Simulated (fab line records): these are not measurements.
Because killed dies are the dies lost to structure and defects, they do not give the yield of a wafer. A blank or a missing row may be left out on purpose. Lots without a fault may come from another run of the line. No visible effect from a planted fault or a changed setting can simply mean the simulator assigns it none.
fab line records	flow sky130
record lots=14	wafers=42	lastDay=50
route steps=708 shown NWELL@76 VT_ADJUST_PCH@149 POLY_GATE@229
lots that met no fault: taken from a fault-free run of the same line
startH: the number of hours between the record's first day and the start of the first shown wafer of the lot	waitH: how many hours have passed since the lot's step before this one	" repeats the value in the row above	L1.1+2: one row covering several wafers at once	- no value, or no start given	* or withheld: withheld	< > ~ a bound
route shown NAME@n: a module of which the file shows steps, and the number in the route of the first	usual: mean/standard deviation taken from wafers without a fault	same: alike in all rows	chamber/n: place in a boat	sites: readings site by site	_std_site: the values' standard deviation	_edge_site: mean of outer sites minus mean of inner sites	radiusMm: how far each site lies from the wafer's centre	mask NAME#n: copy n	behind: the most recent tool/chamber to have shaped the wafer	hold: the reason the lot was held/the length of the hold in hours/how it ended	device: transistor that didn't switch, given as n, p or np	end of line: the route-end tests of the same wafers	for a step that has no rows: nothing shown but its recipe	killed: not the wafer's yield, but the dies lost to structure and defects at the first sort	map: a wafer's dies, marking killed ones x, the rest . and places with no die _
set.NAME: the setting as run; set.NAME@STEP: as run at that earlier step	model.NAME: the simulator's own value behind a step, which no gauge read
steps of the route over a sample of lots; a table a step, a row a wafer
services: a tool's chamber out of use, with start hour (startH, from the record's first day; less than 0 if before it), hours out, and reason
## steps
# step SKY_NWELL_OVL_MEAS_23
# usual NWELL_01_OVL=0.4/1.3
lot.wafer	tool	chamber	startH	waitH	NWELL_01_OVL[nm]
L680.2	overlay-02	-	106.93	-	-0.4
L680.3	"	-	"	"	-2.2
L680.6	"	-	"	"	-0.9
L682.1	overlay-01	-	119.84	-	-0.5
L682.2	"	-	"	"	0.5
L682.4	"	-	"	"	-1.3
L685.1	overlay-01	-	135.04	-	0.5
L685.3	"	-	"	"	0.5
L685.4	"	-	"	"	0.6
L686.1	overlay-01	-	140.95	-	-0.4
L686.4	"	-	"	"	-0.8
L686.5	"	-	"	"	0.7
L687.1	overlay-01	-	152.39	-	0.6
L687.2	"	-	"	"	-1.5
L687.3	"	-	"	"	2.1
L688.1	overlay-01	-	166.00	-	2.4
L688.2	"	-	"	"	2.9
L688.3	"	-	"	"	3.8
L690.2	overlay-02	-	175.18	-	1.0
L690.4	"	-	"	"	2.1
L690.6	"	-	"	"	1.1
L692.1	overlay-01	-	181.10	-	-1.9
L692.3	"	-	"	"	-1.1
L692.6	"	-	"	"	0.1
L691.3	overlay-01	-	182.63	-	1.9
L691.4	"	-	"	"	-0.4
L691.6	"	-	"	"	1.1
L693.2	overlay-02	-	186.90	-	1.2
L693.4	"	-	"	"	0.0
L693.5	"	-	"	"	0.0
L700.3	overlay-01	-	231.03	-	-0.4
L700.4	"	-	"	"	-1.2
L700.5	"	-	"	"	-0.2
L701.1	overlay-01	-	234.40	-	-0.6
L701.3	"	-	"	"	0.2
L701.6	"	-	"	"	-0.2
L702.4	overlay-02	-	241.21	-	0.5
L702.5	"	-	"	"	1.7
L702.6	"	-	"	"	-0.1
L703.1	overlay-01	-	251.60	-	0.5
L703.4	"	-	"	"	0.6
L703.5	"	-	"	"	-0.1
# step SKY_VT_ADJUST_PCH_DEVELOP_06
# recipe wallAngleDeg=90	developer=TMAH	developTimeS=60	devTempC=23
# usual chillPlateTempC=22.98/0.1	developTimeS=60/0
lot.wafer	tool	chamber	startH	waitH	chillPlateTempC	developTimeS
L680.2	lithoTrack-02	0	232	-	23.16	60
L680.3	"	0	"	"	22.90	60
L680.6	"	0	"	"	23.12	60
L682.1	lithoTrack-02	0	246	-	22.89	60
L682.2	"	0	"	"	22.96	60
L682.4	"	0	247	-	22.90	60
L685.1	lithoTrack-04	0	265	-	22.93	60
L685.3	"	0	"	"	23.03	60
L685.4	"	0	"	"	22.98	60
L686.1	lithoTrack-03	0	272	-	22.99	60
L686.4	"	0	"	"	22.92	60
L686.5	"	0	"	"	23.13	60
L687.1	lithoTrack-02	0	289	-	22.89	60
L687.2	"	0	"	"	22.75	60
L687.3	"	0	"	"	22.66	60
L688.1	lithoTrack-03	0	307	-	22.88	60
L688.2	"	0	"	"	22.91	60
L688.3	"	0	"	"	22.89	60
L690.2	lithoTrack-04	0	319	-	22.98	60
L690.4	"	0	"	"	22.83	60
L690.6	"	0	"	"	22.90	60
L692.1	lithoTrack-02	0	324	-	22.96	60
L692.3	"	0	"	"	22.96	60
L692.6	"	0	"	"	22.96	60
L691.3	lithoTrack-04	0	324	-	23.09	60
L691.4	"	0	"	"	23.00	60
L691.6	"	0	"	"	22.91	60
L693.2	lithoTrack-02	0	333	-	23.02	60
L693.4	"	0	"	"	22.87	60
L693.5	"	0	"	"	22.93	60
L700.3	lithoTrack-03	-	387	-	-	-
L700.4	"	-	"	"	-	-
L700.5	"	-	"	"	-	-
L701.1	lithoTrack-02	-	392	-	-	-
L701.3	"	-	"	"	-	-
L701.6	"	-	"	"	-	-
L702.4	lithoTrack-03	0	399	-	23.08	60
L702.5	"	0	"	"	23.01	60
L702.6	"	0	"	"	23.06	60
L703.1	lithoTrack-02	0	412	-	22.76	60
L703.4	"	0	"	"	22.91	60
L703.5	"	0	"	"	22.99	60
# step SKY_VT_ADJUST_PCH_STRIP_09
# recipe chemistry=O2/N2	powerW=1400	pressureMtorr=1500	platenTempC=withheld	o2FlowSccm=3000	n2FlowSccm=300	overashFraction=0.5
# usual drypumpMotorCurrentA=5.6/0.49	oesProductAu=0.722/0.0045	stripTimeToEndpointS=36.93/0.096
lot.wafer	tool	chamber	startH	waitH	drypumpMotorCurrentA	oesProductAu	rfHoursCounterH	stripTimeToEndpointS
L680.2	plasmaAsher-04	1	233.04	0.1	4.9	0.726	42	36.96
L680.3	"	1	"	"	4.9	0.725	-	37.04
L680.6	"	0	"	"	6.1	0.717	-	36.97
L682.1	plasmaAsher-01	0	247.29	0.1	6.0	0.725	13	36.74
L682.2	"	1	"	"	5.5	0.722	13	36.89
L682.4	"	1	"	"	5.5	0.725	-	36.77
L685.1	plasmaAsher-04	1	266.11	0.1	4.9	0.730	46	36.75
L685.3	"	1	"	"	4.9	0.723	-	36.88
L685.4	"	0	"	"	6.1	0.723	-	36.92
L686.1	plasmaAsher-01	1	272.91	0.1	5.5	0.728	16	37.00
L686.4	"	1	"	"	5.5	0.722	-	37.00
L686.5	"	1	"	"	5.5	0.716	-	36.94
L687.1	plasmaAsher-01	0	290.14	0.1	5.9	0.725	17	36.98
L687.2	"	1	"	"	5.5	0.720	17	36.97
L687.3	"	1	"	"	5.4	0.724	-	36.91
L688.1	plasmaAsher-04	1	308.11	0.1	4.9	0.724	50	36.95
L688.2	"	0	"	"	6.1	0.724	50	36.97
L688.3	"	1	"	"	4.9	0.728	-	36.93
L690.2	plasmaAsher-02	0	319.41	0.1	5.1	0.732	64	36.87
L690.4	"	0	"	"	5.1	0.717	-	36.93
L690.6	"	1	"	"	6.2	0.727	-	36.98
L692.1	plasmaAsher-02	0	324.39	0.1	5.1	0.713	64	36.79
L692.3	"	1	"	"	6.2	0.721	-	36.81
L692.6	"	1	"	"	6.2	0.731	-	36.75
L691.3	plasmaAsher-04	0	325.14	0.1	6.1	0.727	-	36.80
L691.4	"	1	"	"	4.9	0.730	-	36.86
L691.6	"	1	"	"	4.9	0.721	-	36.94
L693.2	plasmaAsher-04	1	334.34	0.2	4.9	0.714	52	36.84
L693.4	"	1	"	"	4.9	0.721	-	36.89
L693.5	"	1	"	"	4.9	0.717	-	36.84
L700.3	plasmaAsher-01	0	387.64	0.1	6.0	0.718	-	37.05
L700.4	"	1	"	"	5.5	0.714	-	36.94
L700.5	"	1	"	"	5.5	0.730	-	36.95
L701.1	plasmaAsher-04	1	393.29	0.1	4.9	0.722	58	37.07
L701.3	"	1	"	"	4.9	0.722	-	37.04
L701.6	"	0	"	"	6.1	0.720	-	37.05
L702.4	plasmaAsher-04	0	399.49	0.1	6.1	0.728	-	36.86
L702.5	"	0	"	"	6.1	0.731	-	36.85
L702.6	"	1	"	"	4.9	0.728	-	36.84
L703.1	plasmaAsher-02	0	412.39	0.1	5.1	0.720	72	36.91
L703.4	"	0	"	"	5.1	0.716	-	37.04
L703.5	"	1	"	"	6.1	0.715	-	36.93
# step SKY_POLY_GATE_ETCH_15
# recipe chemistry=N2/H2	target=BARC	ionEnergyEv=200	sourceW=500	biasW=100	pressureMtorr=30	n2FlowSccm=100	h2FlowSccm=200	stopOn=SiO2	timeS=118.5	targetDepthA=1100
# usual drypumpMotorCurrentA=5.8/0.46	h2FlowSccm=200.0/0.67	oesProductAu=0.716/0.0044	throttleValvePct=13.214/0.0094
lot.wafer	tool	chamber	startH	waitH	drypumpMotorCurrentA	h2FlowSccm	oesProductAu	rfHoursCounterH	throttleValvePct
L680.2	rieDiel-01	0	374.80	0.0	6.1	201.1	0.717	0	13.216
L680.3	"	3	"	"	5.0	200.6	0.718	72	13.208
L680.6	"	2	"	"	5.8	199.2	0.715	-	13.211
L682.1	rieDiel-03	3	392.53	0.0	5.3	199.7	0.716	9	13.218
L682.2	"	1	"	"	6.6	200.3	0.721	8	13.202
L682.4	"	0	"	"	5.7	199.8	0.713	28	13.228
L685.1	rieDiel-04	2	423.43	0.0	5.6	200.8	0.714	2	13.204
L685.3	"	3	"	"	5.5	199.5	0.711	71	13.211
L685.4	"	1	"	"	6.1	199.9	0.713	104	13.212
L686.1	rieDiel-01	2	437.80	0.0	5.8	198.4	0.713	4	13.206
L686.4	"	2	"	"	5.8	199.3	0.723	-	13.206
L686.5	"	0	"	"	6.1	199.0	0.724	-	13.203
L687.1	rieDiel-03	2	447.15	0.0	6.2	198.9	0.722	4	13.222
L687.2	"	3	"	"	5.3	199.4	0.721	10	13.226
L687.3	"	0	"	"	5.7	200.3	0.718	30	13.221
L688.1	rieDiel-04	3	469.97	0.0	5.5	200.3	0.718	72	13.217
L688.2	"	0	"	"	5.3	199.4	0.712	0	13.202
L688.3	"	2	"	"	5.6	200.8	0.706	2	13.210
L690.2	rieDiel-01	0	483.25	0.0	6.0	201.0	0.719	2	13.228
L690.4	"	1	"	"	6.2	200.7	0.711	6	13.234
L690.6	"	2	"	"	5.8	199.9	0.714	-	13.214
L692.1	rieDiel-03	3	486.15	0.0	5.2	200.1	0.718	11	13.209
L692.3	"	2	"	"	6.1	199.0	0.717	5	13.207
L692.6	"	1	"	"	6.6	198.3	0.717	-	13.208
L691.3	rieDiel-03	0	489.90	0.0	5.7	199.5	0.728	30	13.219
L691.4	"	1	"	"	6.7	198.5	0.716	10	13.212
L691.6	"	2	"	"	6.2	199.9	0.713	-	13.220
L693.2	rieDiel-01	0	500.97	0.0	6.1	200.8	0.720	3	13.212
L693.4	"	1	"	"	6.2	200.3	0.725	6	13.236
L693.5	"	2	"	"	5.8	199.5	0.712	-	13.208
L701.1	rieDiel-03	0	567.30	0.0	5.8	200.6	0.723	32	13.206
L701.3	"	3	"	"	5.3	200.0	0.714	13	13.211
L701.6	"	1	"	"	6.6	200.1	0.714	-	13.213
L700.3	rieDiel-04	1	568.95	0.0	6.1	199.5	0.722	2	13.206
L700.4	"	0	"	"	5.3	199.7	0.711	2	13.213
L700.5	"	1	"	"	6.1	200.5	0.711	-	13.228
L702.4	rieDiel-01	1	570.10	0.0	6.2	199.9	0.714	7	13.227
L702.5	"	0	"	"	6.0	200.2	0.710	-	13.216
L702.6	"	1	"	"	6.2	201.1	0.719	-	13.217
L703.1	rieDiel-03	1	575.60	0.0	6.6	200.0	0.710	12	13.218
L703.4	"	3	"	"	5.2	200.4	0.711	13	13.206
L703.5	"	0	"	"	5.7	199.0	0.711	-	13.234
## services
tool	chamber	startH	hours	kind
rieDiel-04	1	220.84	11.8	repair
rieDiel-03	1	226.16	28.4	repair
rieDiel-03	0	238.16	5.9	repair
plasmaAsher-02	-	238.25	0.4	repair
plasmaAsher-02	-	256.03	1.3	repair
plasmaAsher-04	-	271.12	1.9	repair
rieDiel-01	2	304.52	34.0	repair
rieDiel-01	3	346.51	3.4	repair
plasmaAsher-02	-	354.21	5.5	pm
rieDiel-04	1	357.00	1.3	repair
rieDiel-03	-	370.10	15.6	pm
rieDiel-04	-	387.11	2.8	pm
plasmaAsher-01	-	394.69	12.0	repair
rieDiel-01	3	419.32	35.4	repair
rieDiel-01	2	484.74	2.4	repair
rieDiel-01	3	492.05	1.2	repair
rieDiel-01	2	521.37	7.7	repair
rieDiel-01	3	523.99	5.7	repair
rieDiel-03	1	535.73	5.6	repair
plasmaAsher-01	-	536.01	1.9	repair
rieDiel-03	3	554.60	1.8	repair
rieDiel-03	1	558.07	2.2	repair
rieDiel-01	1	560.80	3.6	repair
rieDiel-03	2	562.84	9.5	repair
## key
firstSign step=SKY_VT_ADJUST_PCH_DEVELOP_06	reading=toolRecord	direction=missing
effect none on later readings
metAt SKY_VT_ADJUST_PCH_DEVELOP_06
struckLots L700,L701
sortLeftOut L700.3,L700.4,L700.5,L701.1,L701.3,L701.6
testerLeftOut L700,L701
notActingAt SKY_NWELL_OVL_MEAS_23,SKY_VT_ADJUST_PCH_STRIP_09,SKY_POLY_GATE_ETCH_15
onsetBetween 333 387
fault kind=skippedStepWhole	tool=lithoTrack-02,lithoTrack-03	chamber=-	onsetH=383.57	steps=SKY_VT_ADJUST_PCH_DEVELOP_06	scope=struckLotsOnly
# testerLeftOut: of these lots the tester's yield and bins aren't shown, on N5 and GAA mostly nor the transistor test; their killed dies are dies lost to structure and defects alone, not to doping, threshold or leakage, so they don't give the yield
# sortLeftOut: the simulated sort isn't trusted on such a fault, so these wafers' sort isn't shown, and their yield isn't known
